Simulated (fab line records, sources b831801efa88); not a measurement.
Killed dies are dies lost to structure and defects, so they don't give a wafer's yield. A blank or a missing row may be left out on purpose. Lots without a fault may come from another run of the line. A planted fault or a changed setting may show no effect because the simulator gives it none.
Problem report in the 8D (eight disciplines) form, filled by code | flow gf180mcu | the parts of the form that need people (team, actions taken, sign-off) are left out

1. THE PROBLEM
cd_nm at GF_M5_CD_MEAS_07 reads a mean of 270.2 nm on 6 wafers of 2 lots; wafers without a fault read 280.0 nm with a standard deviation of 1. That is -9.8 standard deviations from the usual mean.
The step: target cd 280 nm.
First seen on wafer L172.2, day 30 02:05, on cd_sem-02. The record holds 36 wafers of 12 lots with a number at this step. Rule for "out", or "out of limits": more than 4 standard deviations from the usual mean. The other wafers with a number count as sound.

2. WHAT IT IS AND WHAT IT IS NOT
question                    | is                     | is not
which readings at this step | cd_nm                  | -
which lots                  | L172, L174             | L160, L161, L162, L163, L165, L166, L177, L180, L181, L182
which wafers of those lots  | all that have a number | -
read on which gauges        | cd_sem-02              | cd_sem-01
when                        | from day 30 02:05      | up to then (18 sound wafers); but 12 sound wafers of L177, L180, L181, L182 came after

3. SUSPECTS, AND WHAT RULES EACH OUT
Counting: a tool at a process step up to the reading stays a suspect if it ran every lot that is out and no sound lot after the first of them.
- the gauge at GF_M5_CD_MEAS_07: ruled out. All the wafers that are out were read on cd_sem-02, but those of them that GF_M5_PEB_05 has rows for are out there too, on other tools.
- litho_track-04 at GF_M5_PEB_05 (peb time 90 s): kept. It ran every lot that is out, first L172 (day 30 01:44), and no sound lot after that; its last sound lot up to then is L166 (day 28 08:26). Its own readings are out on those wafers: heater_power_total_W, plate_temp_C.
Left after counting: litho_track-04 at GF_M5_PEB_05.

4. THE CAUSE (what the simulator had put in)
Process parameter drift: litho_track-04, from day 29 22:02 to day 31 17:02, at GF_M5_PEB_05. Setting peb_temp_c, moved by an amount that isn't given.
Counting left only this tool.

5. THE CHAIN OF EFFECTS, in route order
Each row: a reading whose mean over the struck wafers that have a number lies more than 3 standard deviations from the usual. Only readings for which the record gives a usual standard deviation are gone through. hours: the time from each lot's start at the first step in this table that gives one to its start at this step, as a median over the lots. sigmas: the change in usual standard deviations.
hours | step             | reading              | usual    | on struck wafers | change | sigmas
0     | GF_M5_PEB_05     | heater_power_total_W | 85.71 W  | 90.45            | +4.74  | +58
0     | GF_M5_PEB_05     | plate_temp_C         | 135.02 C | 140.55           | +5.53  | +37
0     | GF_M5_CD_MEAS_07 | cd_nm                | 280.0 nm | 270.2            | -9.8   | -9.8
The process steps in it:
- GF_M5_PEB_05: peb time 90 s.
Later measuring or inspecting steps at which every struck wafer that the step has a row for has a number for every such reading, and none has moved that far: GF_V5_BOW_MEAS_05.

6. WHAT WOULD HAVE CAUGHT IT SOONER
In this record the first reading out of limits at a measuring or inspecting step was taken at day 30 02:05, 4 hours after the fault began at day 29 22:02.
The tool's own readings at GF_M5_PEB_05 were out on every struck wafer that the step has a row for (heater_power_total_W, plate_temp_C): an alarm limit on them would have fired on the first of those.
Of the lots that are out (2), L174 began GF_M5_PEB_05 on litho_track-04 after day 30 02:05. A hold on the tool at that time would have spared it.
